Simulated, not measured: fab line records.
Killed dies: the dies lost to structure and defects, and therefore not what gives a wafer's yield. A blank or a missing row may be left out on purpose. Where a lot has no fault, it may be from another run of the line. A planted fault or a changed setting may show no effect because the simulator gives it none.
fab line records + flow sky130
[record]
- lots = 12
- wafers = 36
- lastDay = 50
route steps=708 shown LI_CONTACT@378 LOCAL_INTERCONNECT@398 CONTACT@408 PAD_OPEN@708
lots that met no fault: taken from a fault-free run of the same line
startH: the number of hours between the record's first day and the start of the first shown wafer of the lot + waitH: hours since the lot's step before + " the same as in the row above + L1.1+2: a single row standing in for several wafers + - either no value or no given start + * or withheld: withheld + < > ~ a bound
route shown NAME@n: NAME is a module with steps in the file, n the number in the route of the first one + usual: the fault-free wafers' mean and standard deviation + same: alike in all rows + chamber/n: place in a boat + sites: each site's reading + _std_site: standard deviation of those values + _edge_site: mean of outer sites minus mean of inner sites + radiusMm: for every site, how far away it sits from the centre of the wafer + mask NAME#n: copy n + behind: the last tool/chamber to shape the wafer + hold: why the lot went on hold/how many hours it stayed there/how the hold came to an end + device: the transistor (n, p or np) that didn't switch + end of line: tests of these same wafers at the route's end + a step without rows: its recipe alone + killed: count of dies lost to structure and defects at first sort (not the wafer's yield) + map: the dies of a wafer, with x for killed, . for not killed, _ for no die there
set.NAME: the setting that was run; set.NAME@STEP: the one run at that earlier step + model.NAME: the simulator's own value behind a step, which no gauge read
a sample of lots followed through the steps of the route, with each step as a table and each wafer as a row
services: a tool's chamber out of use, with start hour (startH, from the record's first day; less than 0 if before it), hours out, and reason
[[steps]]
[step SKY_LI_CONTACT_STRIP_16]
[recipe]
- chemistry = O2/N2
- powerW = 1400
- pressureMtorr = 1500
- platenTempC = withheld
- o2FlowSccm = 3000
- n2FlowSccm = 300
- overashFraction = 0.5
[usual]
- drypumpMotorCurrentA = 6.0/0.47
- oesProductAu = 0.375/0.0051
- stripTimeToEndpointS = 3.483/0.024
| lot.wafer | tool           | chamber | startH | waitH | drypumpMotorCurrentA | oesProductAu | rfHoursCounterH | stripTimeToEndpointS |
|-----------|----------------|---------|--------|-------|----------------------|--------------|-----------------|----------------------|
| L624.3    | plasmaAsher-03 | 1       | 691.65 | -     | 6.5                  | 0.372        | -               | 3.481                |
| L624.4    | "              | 0       | "      | "     | 5.5                  | 0.375        | -               | 3.498                |
| L624.6    | "              | 0       | "      | "     | 5.5                  | 0.372        | -               | 3.478                |
| L625.1    | plasmaAsher-03 | 0       | 704.08 | -     | 5.5                  | 0.374        | 79              | 3.412                |
| L625.2    | "              | 1       | "      | "     | 6.5                  | 0.370        | 79              | 3.458                |
| L625.3    | "              | 0       | "      | "     | 5.5                  | 0.378        | -               | 3.466                |
| L628.3    | plasmaAsher-03 | 0       | 718.99 | -     | 5.5                  | 0.371        | -               | 3.488                |
| L628.4    | "              | 1       | "      | "     | 6.5                  | 0.373        | -               | 3.454                |
| L628.5    | "              | 1       | "      | "     | 6.5                  | 0.372        | -               | 3.476                |
| L629.1    | plasmaAsher-03 | 1       | 727.18 | -     | 6.5                  | 0.378        | 81              | 3.456                |
| L629.2    | "              | 0       | "      | "     | 5.6                  | 0.376        | 81              | 3.467                |
| L629.6    | "              | 0       | "      | "     | 5.5                  | 0.373        | -               | 3.477                |
| L632.1    | plasmaAsher-01 | 1       | 744.83 | -     | 6.5                  | 0.370        | 65              | 3.495                |
| L632.3    | "              | 0       | "      | "     | 5.5                  | 0.370        | -               | 3.493                |
| L632.6    | "              | 0       | "      | "     | 5.5                  | 0.380        | -               | 3.476                |
| L635.3    | plasmaAsher-01 | 1       | 773.27 | -     | 6.4                  | 0.370        | -               | 3.491                |
| L635.5    | "              | 1       | "      | "     | 6.4                  | 0.375        | -               | 3.470                |
| L635.6    | "              | 0       | "      | "     | 5.5                  | 0.380        | -               | 3.475                |
| L638.1    | plasmaAsher-01 | 0       | 813.21 | -     | 5.5                  | 0.380        | 72              | 3.508                |
| L638.5    | "              | 1       | "      | "     | 6.4                  | 0.382        | -               | 3.508                |
| L638.6    | "              | 0       | "      | "     | 5.5                  | 0.374        | -               | 3.530                |
| L639.1    | plasmaAsher-01 | 0       | 818.48 | -     | 5.5                  | 0.373        | 72              | 3.476                |
| L639.2    | "              | 1       | "      | "     | 6.5                  | 0.369        | 72              | 3.489                |
| L639.5    | "              | 1       | "      | "     | 6.5                  | 0.369        | -               | 3.481                |
| L641.1    | plasmaAsher-03 | 1       | 823.63 | -     | 6.4                  | 0.376        | 91              | 3.511                |
| L641.4    | "              | 0       | "      | "     | 5.5                  | 0.382        | -               | 3.498                |
| L641.5    | "              | 0       | "      | "     | 5.5                  | 0.378        | -               | 3.508                |
| L640.1    | plasmaAsher-01 | 1       | 824.31 | -     | 6.4                  | 0.370        | 72              | 3.491                |
| L640.3    | "              | 0       | "      | "     | 5.5                  | 0.383        | -               | 3.501                |
| L640.4    | "              | 1       | "      | "     | 6.4                  | 0.374        | -               | 3.456                |
| L642.1    | plasmaAsher-03 | 1       | 827.13 | -     | 6.5                  | 0.381        | 91              | 3.442                |
| L642.4    | "              | 1       | "      | "     | 6.5                  | 0.364        | -               | 3.444                |
| L642.6    | "              | 0       | "      | "     | 5.5                  | 0.369        | -               | 3.470                |
| L644.3    | plasmaAsher-01 | 1       | 864.00 | -     | 6.4                  | 0.377        | -               | 3.446                |
| L644.4    | "              | 0       | "      | "     | 5.5                  | 0.370        | -               | 3.494                |
| L644.5    | "              | 0       | "      | "     | 5.5                  | 0.377        | -               | 3.470                |
[step SKY_LOCAL_INTERCONNECT_CD_MEAS_11]
[recipe]
- targetCdNm = 170
[usual]
- cdNm = 170.5/1.5
| lot.wafer | tool     | chamber | startH | waitH | cdNm  |
|-----------|----------|---------|--------|-------|-------|
| L624.3    | cdSem-02 | -       | 720.32 | -     | 170.2 |
| L624.4    | "        | -       | "      | "     | 171.2 |
| L624.6    | "        | -       | "      | "     | 169.9 |
| L625.1    | cdSem-01 | -       | 732.70 | -     | 172.8 |
| L625.2    | "        | -       | "      | "     | 172.4 |
| L625.3    | "        | -       | "      | "     | 172.3 |
| L628.3    | cdSem-02 | -       | 746.19 | -     | 170.7 |
| L628.4    | "        | -       | "      | "     | 170.0 |
| L628.5    | "        | -       | "      | "     | 169.7 |
| L629.1    | cdSem-02 | -       | 755.63 | -     | 172.7 |
| L629.2    | "        | -       | "      | "     | 174.5 |
| L629.6    | "        | -       | "      | "     | 172.3 |
| L632.1    | cdSem-01 | -       | 773.90 | -     | 168.0 |
| L632.3    | "        | -       | "      | "     | 169.6 |
| L632.6    | "        | -       | "      | "     | 167.7 |
| L635.3    | cdSem-02 | -       | 800.94 | -     | 170.9 |
| L635.5    | "        | -       | "      | "     | 170.9 |
| L635.6    | "        | -       | "      | "     | 171.3 |
| L638.1    | cdSem-02 | -       | 839.52 | -     | 172.5 |
| L638.5    | "        | -       | "      | "     | 173.4 |
| L638.6    | "        | -       | "      | "     | 174.1 |
| L639.1    | cdSem-02 | -       | 845.89 | -     | 170.0 |
| L639.2    | "        | -       | "      | "     | 170.7 |
| L639.5    | "        | -       | "      | "     | 171.1 |
| L641.1    | cdSem-01 | -       | 851.00 | -     | 170.2 |
| L641.4    | "        | -       | "      | "     | 171.3 |
| L641.5    | "        | -       | "      | "     | 170.4 |
| L640.1    | cdSem-02 | -       | 851.29 | -     | 168.7 |
| L640.3    | "        | -       | "      | "     | 169.8 |
| L640.4    | "        | -       | "      | "     | 170.3 |
| L642.1    | cdSem-02 | -       | 853.59 | -     | 171.3 |
| L642.4    | "        | -       | "      | "     | 170.3 |
| L642.6    | "        | -       | "      | "     | 167.6 |
| L644.3    | cdSem-02 | -       | 890.68 | -     | 169.4 |
| L644.4    | "        | -       | "      | "     | 168.8 |
| L644.5    | "        | -       | "      | "     | 169.6 |
[step SKY_CONTACT_HDPCVD_02]
[recipe]
- material = SiO2
- targetThkNm = 565
- sigmaOpenFrac = 0.3
- timeS = 94.2
- tempC = 600
- sih4FlowSccm = 60
- pressureMtorr = 6
[usual]
- pressureMtorr = 5.998/0.012
- runLengthS = 122.2/0.58
| lot.wafer | tool      | chamber | startH | waitH | pressureMtorr | runLengthS |
|-----------|-----------|---------|--------|-------|---------------|------------|
| L624.3    | hdpcvd-02 | 1       | 721.25 | 0.0   | 5.990         | 123.0      |
| L624.4    | "         | 1       | "      | "     | 5.982         | 123.2      |
| L624.6    | "         | 0       | "      | "     | 5.999         | 122.8      |
| L625.1    | hdpcvd-01 | 2       | 733.66 | 0.1   | 5.991         | 121.9      |
| L625.2    | "         | 1       | "      | "     | 6.005         | 121.4      |
| L625.3    | "         | 0       | "      | "     | 5.980         | 121.4      |
| L628.3    | hdpcvd-02 | 0       | 747.14 | 0.0   | 5.976         | 122.6      |
| L628.4    | "         | 2       | "      | "     | 6.016         | 122.1      |
| L628.5    | "         | 1       | "      | "     | 6.002         | 122.6      |
| L629.1    | hdpcvd-02 | 0       | 756.62 | 0.1   | 6.010         | 123.0      |
| L629.2    | "         | 2       | "      | "     | 6.000         | 122.3      |
| L629.6    | "         | 0       | "      | "     | 6.032         | 123.5      |
| L632.1    | hdpcvd-02 | 2       | 774.89 | 0.1   | 6.005         | 122.0      |
| L632.3    | "         | 0       | "      | "     | 6.017         | 122.8      |
| L632.6    | "         | 2       | "      | "     | 6.009         | 122.8      |
| L635.3    | hdpcvd-02 | 1       | 802.02 | 0.0   | 6.001         | 122.8      |
| L635.5    | "         | 2       | "      | "     | 6.005         | 122.5      |
| L635.6    | "         | 0       | "      | "     | 6.004         | 123.1      |
| L638.1    | hdpcvd-02 | 2       | 840.47 | 0.1   | 5.992         | 122.4      |
| L638.5    | "         | 2       | "      | "     | 6.011         | 122.7      |
| L638.6    | "         | 1       | "      | "     | 5.991         | 123.0      |
| L639.1    | hdpcvd-02 | 1       | 846.96 | 0.1   | -             | -          |
| L639.2    | "         | 2       | "      | "     | -             | -          |
| L639.5    | "         | 2       | "      | "     | -             | -          |
| L641.1    | hdpcvd-01 | 0       | 852.07 | 0.1   | -             | -          |
| L641.4    | "         | 1       | "      | "     | -             | -          |
| L641.5    | "         | 2       | "      | "     | -             | -          |
| L640.1    | hdpcvd-02 | 1       | 852.27 | 0.1   | -             | -          |
| L640.3    | "         | 2       | "      | "     | -             | -          |
| L640.4    | "         | 1       | "      | "     | -             | -          |
| L642.1    | hdpcvd-01 | 2       | 854.83 | 0.1   | 6.007         | 122.1      |
| L642.4    | "         | 2       | "      | "     | 6.014         | 122.8      |
| L642.6    | "         | 0       | "      | "     | 5.973         | 121.1      |
| L644.3    | hdpcvd-01 | 0       | 891.59 | 0.0   | 5.994         | 121.2      |
| L644.4    | "         | 0       | "      | "     | 5.994         | 121.6      |
| L644.5    | "         | 1       | "      | "     | 6.001         | 121.7      |
[step SKY_CONTACT_ETCH_17]
[recipe]
- target = SiO2
- chemistry = C4F8/O2/Ar
- stopOn = Si3N4
- maskMaterial = KrF-thick
- sourceW = 1500
- biasW = 1200
- pressureMtorr = 40
- c4f8FlowSccm = withheld
- O2_flow_sccm = 6
- Ar_flow_sccm = 300
- timeS = withheld
- targetDepthA = 3400
[usual]
- biasW = 1201/3.9
- oesProductAu = 0.892/0.0048
| lot.wafer | tool       | chamber | startH | waitH | biasW | oesProductAu |
|-----------|------------|---------|--------|-------|-------|--------------|
| L624.3    | rieDiel-01 | 0       | 747.97 | 0.0   | 1200  | 0.886        |
| L624.4    | "          | 1       | "      | "     | 1204  | 0.893        |
| L624.6    | "          | 3       | "      | "     | 1197  | 0.896        |
| L625.1    | rieDiel-01 | 0       | 761.88 | 0.0   | 1201  | 0.896        |
| L625.2    | "          | 3       | "      | "     | 1198  | 0.906        |
| L625.3    | "          | 2       | "      | "     | 1198  | 0.895        |
| L628.3    | rieDiel-02 | 1       | 775.12 | 0.0   | 1208  | 0.895        |
| L628.4    | "          | 0       | "      | "     | 1201  | 0.886        |
| L628.5    | "          | 2       | "      | "     | 1203  | 0.895        |
| L629.1    | rieDiel-02 | 1       | 783.12 | 0.0   | 1205  | 0.895        |
| L629.2    | "          | 3       | "      | "     | 1201  | 0.898        |
| L629.6    | "          | 3       | "      | "     | 1199  | 0.897        |
| L632.1    | rieDiel-01 | 2       | 801.82 | 0.0   | 1196  | 0.891        |
| L632.3    | "          | 1       | "      | "     | 1197  | 0.893        |
| L632.6    | "          | 2       | "      | "     | 1195  | 0.890        |
| L635.3    | rieDiel-03 | 3       | 829.12 | 0.0   | 1203  | 0.892        |
| L635.5    | "          | 1       | "      | "     | 1202  | 0.888        |
| L635.6    | "          | 2       | "      | "     | 1193  | 0.884        |
| L638.1    | rieDiel-02 | 2       | 866.07 | 0.0   | 1202  | 0.891        |
| L638.5    | "          | 2       | "      | "     | 1203  | 0.893        |
| L638.6    | "          | 1       | "      | "     | 1207  | 0.897        |
| L639.1    | rieDiel-03 | 3       | 872.62 | 0.0   | 1200  | 0.372        |
| L639.2    | "          | 1       | "      | "     | 1201  | 0.387        |
| L639.5    | "          | 1       | "      | "     | 1200  | 0.377        |
| L641.1    | rieDiel-02 | 0       | 878.27 | 0.0   | 1206  | 0.370        |
| L641.4    | "          | 1       | "      | "     | 1199  | 0.376        |
| L641.5    | "          | 1       | "      | "     | 1203  | 0.384        |
| L640.1    | rieDiel-03 | 1       | 878.47 | 0.0   | 1202  | 0.367        |
| L640.3    | "          | 3       | "      | "     | 1201  | 0.378        |
| L640.4    | "          | 1       | "      | "     | 1205  | 0.371        |
| L642.1    | rieDiel-03 | 2       | 880.97 | 0.0   | 1201  | 0.894        |
| L642.4    | "          | 1       | "      | "     | 1191  | 0.896        |
| L642.6    | "          | 3       | "      | "     | 1201  | 0.893        |
| L644.3    | rieDiel-03 | 0       | 917.57 | 0.0   | 1198  | 0.883        |
| L644.4    | "          | 1       | "      | "     | 1197  | 0.892        |
| L644.5    | "          | 0       | "      | "     | 1202  | 0.891        |
[step SKY_CONTACT_SPUTTER_23]
[recipe]
- material = TiN
- targetThkNm = 20
- chamberPressurePa = 5
- powerW = 4000
- timeS = 80
[usual]
- throttleValvePct = 30.1/1.4
| lot.wafer | tool          | chamber | startH | waitH | throttleValvePct |
|-----------|---------------|---------|--------|-------|------------------|
| L624.3    | pvdSputter-03 | -       | 748.65 | 0.0   | 30.6             |
| L624.4    | "             | -       | "      | "     | 32.9             |
| L624.6    | "             | -       | "      | "     | 33.1             |
| L625.1    | pvdSputter-04 | -       | 762.56 | 0.0   | 30.7             |
| L625.2    | "             | -       | "      | "     | 29.7             |
| L625.3    | "             | -       | "      | "     | 30.4             |
| L628.3    | pvdSputter-02 | -       | 775.85 | 0.0   | 29.7             |
| L628.4    | "             | -       | "      | "     | 28.7             |
| L628.5    | "             | -       | "      | "     | 31.0             |
| L629.1    | pvdSputter-03 | -       | 783.84 | 0.0   | 28.2             |
| L629.2    | "             | -       | "      | "     | 30.5             |
| L629.6    | "             | -       | "      | "     | 28.6             |
| L632.1    | pvdSputter-03 | -       | 802.50 | 0.0   | 33.1             |
| L632.3    | "             | -       | "      | "     | 28.6             |
| L632.6    | "             | -       | "      | "     | 30.2             |
| L635.3    | pvdSputter-03 | -       | 829.85 | 0.0   | 30.6             |
| L635.5    | "             | -       | "      | "     | 30.7             |
| L635.6    | "             | -       | "      | "     | 28.6             |
| L638.1    | pvdSputter-02 | -       | 866.75 | 0.0   | 28.6             |
| L638.5    | "             | -       | "      | "     | 30.7             |
| L638.6    | "             | -       | "      | "     | 28.7             |
| L639.1    | pvdSputter-02 | -       | 873.30 | 0.0   | 28.5             |
| L639.2    | "             | -       | "      | "     | 29.3             |
| L639.5    | "             | -       | "      | "     | 28.6             |
| L641.1    | pvdSputter-03 | -       | 878.95 | 0.0   | 32.7             |
| L641.4    | "             | -       | "      | "     | 28.4             |
| L641.5    | "             | -       | "      | "     | 30.2             |
| L640.1    | pvdSputter-04 | -       | 879.20 | 0.0   | 30.0             |
| L640.3    | "             | -       | "      | "     | 30.8             |
| L640.4    | "             | -       | "      | "     | 29.7             |
| L642.1    | pvdSputter-03 | -       | 881.69 | 0.0   | 33.3             |
| L642.4    | "             | -       | "      | "     | 28.1             |
| L642.6    | "             | -       | "      | "     | 28.5             |
| L644.3    | pvdSputter-04 | -       | 918.25 | 0.0   | 30.7             |
| L644.4    | "             | -       | "      | "     | 30.3             |
| L644.5    | "             | -       | "      | "     | 30.0             |
[step SKY_PAD_OPEN_PROBE_99]
[usual]
- killed_at_M0_to_M3 = 43/5.9
- killed_at_M4_up = 3.3/1.9
- killedAtContacts = 24/5.6
- killedAtFrontEnd = 15/4.1
- killedAtOther = 0.4/0.66
- killedDies = 86/9
- killedOnRim = 17/3.7
- killedOpen = 47/6.9
- killedShort = 39/6.2
[same]
- grossDies = 492
- killedAtBackSide = 0
| lot.wafer | tool      | chamber | startH  | waitH | killed_at_M0_to_M3 | killed_at_M4_up | killedAtContacts | killedAtFrontEnd | killedAtOther | killedDies | killedOnRim | killedOpen | killedShort |
|-----------|-----------|---------|---------|-------|--------------------|-----------------|------------------|------------------|---------------|------------|-------------|------------|-------------|
| L635.3    | prober-02 | -       | 1146.12 | 0.3   | 62                 | 9               | 25               | 16               | 0             | 112        | 19          | 66         | 46          |
| L635.5    | prober-02 | -       | 1146.22 | 0.4   | 35                 | 6               | 27               | 15               | 0             | 83         | 13          | 50         | 33          |
| L635.6    | prober-02 | -       | 1146.27 | 0.4   | 37                 | 3               | 28               | 15               | 0             | 83         | 21          | 46         | 37          |
| L639.1    | prober-02 | -       | 1176.68 | 0.1   | 7                  | 1               | 480              | 3                | 1             | 492        | 96          | 14         | 1           |
| L639.2    | prober-02 | -       | 1176.73 | 0.1   | 12                 | 2               | 474              | 4                | 0             | 492        | 96          | 12         | 8           |
| L639.5    | prober-02 | -       | 1176.88 | 0.2   | 9                  | 1               | 481              | 1                | 0             | 492        | 96          | 9          | 8           |
| L641.1    | prober-01 | -       | 1177.67 | 0.1   | 11                 | 0               | 478              | 3                | 0             | 492        | 96          | 6          | 8           |
| L641.4    | prober-01 | -       | 1177.82 | 0.2   | 6                  | 1               | 483              | 1                | 1             | 492        | 96          | 10         | 4           |
| L641.5    | prober-01 | -       | 1177.87 | 0.2   | 8                  | 0               | 476              | 8                | 0             | 492        | 96          | 10         | 11          |
| L640.1    | prober-02 | -       | 1179.62 | 0.1   | 7                  | 3               | 478              | 3                | 1             | 492        | 96          | 8          | 8           |
| L640.3    | prober-02 | -       | 1179.72 | 0.2   | 7                  | 1               | 481              | 3                | 0             | 492        | 96          | 10         | 6           |
| L640.4    | prober-02 | -       | 1179.77 | 0.2   | 8                  | 1               | 480              | 3                | 0             | 492        | 96          | 9          | 6           |
| L644.3    | prober-01 | -       | 1203.07 | 0.2   | 40                 | 5               | 21               | 13               | 0             | 79         | 18          | 48         | 30          |
| L644.4    | prober-01 | -       | 1203.12 | 0.2   | 41                 | 7               | 16               | 18               | 0             | 82         | 15          | 50         | 30          |
| L644.5    | prober-01 | -       | 1203.17 | 0.2   | 45                 | 3               | 18               | 12               | 0             | 78         | 16          | 43         | 35          |
// killed by level:class
L635.3 VIA3:geometricParticle:open=15 VIA1:geometricParticle:open=11 LI_CONTACT:geometricParticle:open=10 CONTACT:geometricParticle:open=9 VIA2:geometricParticle:open=7 VIA3:geometricParticle:short=7 METAL2:geometricParticle:short=6 METAL4:geometricParticle:short=6
L635.5 CONTACT:geometricParticle:open=12 VIA1:geometricParticle:open=9 LI_CONTACT:geometricParticle:open=8 VIA2:geometricParticle:open=8 METAL4:geometricParticle:short=6 FIELD_ISO:geometricParticle:short=4 FIELD_ISO:geometricParticle:open=4 VIA3:geometricParticle:short=4
L635.6 CONTACT:geometricParticle:open=9 VIA3:geometricParticle:open=7 METAL1:geometricParticle:short=6 VIA1:geometricParticle:open=6 FIELD_ISO:geometricParticle:open=5 LI_CONTACT:geometricParticle:open=5 LOCAL_INTERCONNECT:geometricParticle:short=5 VIA2:geometricParticle:open=5
L639.1 CONTACT:lostPattern=473 VIA2:geometricParticle:open=5 LI_CONTACT:geometricParticle:open=3 CONTACT:geometricParticle:open=3 FIELD_ISO:geometricParticle:open=1 SONOS_ONO:geometricParticle:short=1 VIA3:geometricParticle:open=1 METAL4:geometricParticle:open=1
L639.2 CONTACT:lostPattern=469 FIELD_ISO:geometricParticle:open=3 LI_CONTACT:geometricParticle:open=3 METAL2:geometricParticle:short=3 CONTACT:geometricParticle:short=2 VIA2:geometricParticle:open=2 METAL1:areaExpose=2 GATE_OXIDE:geometricParticle:open=1
L639.5 CONTACT:lostPattern=473 CONTACT:geometricParticle:open=5 METAL1:geometricParticle:short=3 VIA2:geometricParticle:open=2 VIA3:geometricParticle:short=2 POLY_GATE:geometricParticle:short=1 LI_CONTACT:geometricParticle:open=1 VIA1:geometricParticle:open=1
L641.1 CONTACT:lostPattern=474 FIELD_ISO:geometricParticle:short=2 LI_CONTACT:geometricParticle:open=2 CONTACT:geometricParticle:open=2 VIA3:geometricParticle:short=2 METAL3:areaExpose=2 SONOS_ONO:geometricParticle:open=1 METAL1:geometricParticle:short=1
L641.4 CONTACT:lostPattern=476 LI_CONTACT:geometricParticle:open=3 CONTACT:geometricParticle:open=3 VIA3:geometricParticle:open=2 POLY_GATE:geometricParticle:open=1 CONTACT:geometricParticle:short=1 VIA1:geometricParticle:short=1 VIA3:geometricParticle:short=1
L641.5 CONTACT:lostPattern=471 FIELD_ISO:geometricParticle:short=4 CONTACT:geometricParticle:open=3 LI_CONTACT:geometricParticle:open=2 VIA2:geometricParticle:short=2 VIA2:geometricParticle:open=2 FIELD_ISO:geometricParticle:open=1 POLY_GATE:geometricParticle:short=1
L640.1 CONTACT:lostPattern=473 VIA1:geometricParticle:open=3 LI_CONTACT:geometricParticle:open=3 FIELD_ISO:geometricParticle:short=2 METAL4:geometricParticle:short=2 SONOS_ONO:geometricParticle:short=1 LI_CONTACT:geometricParticle:short=1 CONTACT:geometricParticle:open=1
L640.3 CONTACT:lostPattern=474 LI_CONTACT:geometricParticle:open=2 CONTACT:geometricParticle:open=2 CONTACT:geometricParticle:short=2 METAL2:geometricParticle:short=2 FIELD_ISO:geometricParticle:open=1 POLY_GATE:geometricParticle:open=1 SPACER:geometricParticle:open=1
L640.4 CONTACT:lostPattern=477 VIA3:geometricParticle:open=3 FIELD_ISO:geometricParticle:open=2 LOCAL_INTERCONNECT:geometricParticle:short=2 VIA1:geometricParticle:open=2 FIELD_ISO:geometricParticle:short=1 CONTACT:geometricParticle:open=1 VIA1:geometricParticle:short=1
L644.3 CONTACT:geometricParticle:open=11 VIA1:geometricParticle:open=10 LI_CONTACT:geometricParticle:open=6 VIA2:geometricParticle:open=6 VIA2:geometricParticle:short=6 FIELD_ISO:geometricParticle:open=4 VIA3:geometricParticle:open=4 FIELD_ISO:geometricParticle:short=3
L644.4 VIA1:geometricParticle:open=11 VIA3:geometricParticle:open=8 CONTACT:geometricParticle:open=6 FIELD_ISO:geometricParticle:open=5 LI_CONTACT:geometricParticle:open=5 VIA2:geometricParticle:open=5 FIELD_ISO:geometricParticle:short=4 POLY_GATE:geometricParticle:open=4
L644.5 VIA1:geometricParticle:open=11 CONTACT:geometricParticle:open=7 VIA1:geometricParticle:short=7 VIA2:geometricParticle:open=7 METAL2:geometricParticle:short=6 FIELD_ISO:geometricParticle:open=4 METAL1:geometricParticle:short=3 LI_CONTACT:geometricParticle:open=3
[[services]]
| tool           | chamber | startH | hours | kind   |
|----------------|---------|--------|-------|--------|
| hdpcvd-02      | 1       | 679.21 | 14.7  | repair |
| hdpcvd-02      | 0       | 691.38 | 6.1   | repair |
| rieDiel-02     | 1       | 703.15 | 9.9   | repair |
| hdpcvd-01      | 0       | 719.97 | 9.3   | repair |
| rieDiel-02     | 2       | 731.39 | 5.1   | repair |
| rieDiel-02     | -       | 742.38 | 14.6  | pm     |
| rieDiel-03     | 0       | 770.20 | 2.1   | repair |
| rieDiel-02     | 0       | 778.90 | 19.2  | repair |
| rieDiel-02     | 3       | 780.67 | 1.9   | repair |
| pvdSputter-03  | -       | 791.32 | 2.4   | repair |
| plasmaAsher-01 | -       | 819.06 | 0.9   | repair |
| rieDiel-02     | 0       | 819.24 | 5.9   | repair |
| hdpcvd-01      | 2       | 820.53 | 5.9   | repair |
| rieDiel-02     | 3       | 834.32 | 6.1   | repair |
| rieDiel-02     | -       | 835.68 | 2.8   | pm     |
| plasmaAsher-01 | -       | 837.06 | 2.1   | repair |
| hdpcvd-01      | -       | 843.19 | 2.8   | pm     |
| rieDiel-02     | 3       | 846.09 | 6.1   | repair |
| rieDiel-03     | 2       | 847.44 | 4.3   | repair |
| pvdSputter-03  | -       | 855.91 | 0.9   | repair |
| rieDiel-02     | 2       | 879.58 | 3.8   | repair |
| hdpcvd-02      | 2       | 892.88 | 6.6   | repair |
| rieDiel-03     | -       | 905.57 | 2.8   | pm     |
| hdpcvd-02      | -       | 915.02 | 0.8   | repair |
[[key]]
[firstSign]
- step = SKY_CONTACT_HDPCVD_02
- reading = toolRecord
- direction = missing
[effect]
- step = SKY_CONTACT_ETCH_17
- reading = oesProductAu
- direction = down
- sigmas = 99+
- usual = 0.892
- struck = 0.376
[effect]
- step = SKY_PAD_OPEN_PROBE_99
- reading = killedAtContacts
- direction = up
- sigmas = 81
- usual = 24
- struck = 479
metAt SKY_CONTACT_HDPCVD_02
struckLots L639,L640,L641
laterRowsLeftOut L639.1,L639.2,L639.5,L640.1,L640.3,L640.4,L641.1,L641.4,L641.5
testerLeftOut L639,L640,L641
notActingAt SKY_LI_CONTACT_STRIP_16,SKY_LOCAL_INTERCONNECT_CD_MEAS_11,SKY_CONTACT_SPUTTER_23
onsetBetween 840.47 846.96
[fault]
- kind = skippedStepWhole
- tool = hdpcvd-01,hdpcvd-02
- chamber = -
- onsetH = 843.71
- steps = SKY_CONTACT_HDPCVD_02
- scope = struckLotsOnly
// testerLeftOut: of these lots the tester's yield and bins aren't shown, on N5 and GAA mostly nor the transistor test; their killed dies are dies lost to structure and defects alone, not to doping, threshold or leakage, so they don't give the yield
// laterRowsLeftOut: the simulator's readings of these wafers behind a module that went badly wrong aren't trusted and aren't shown, but for the sort
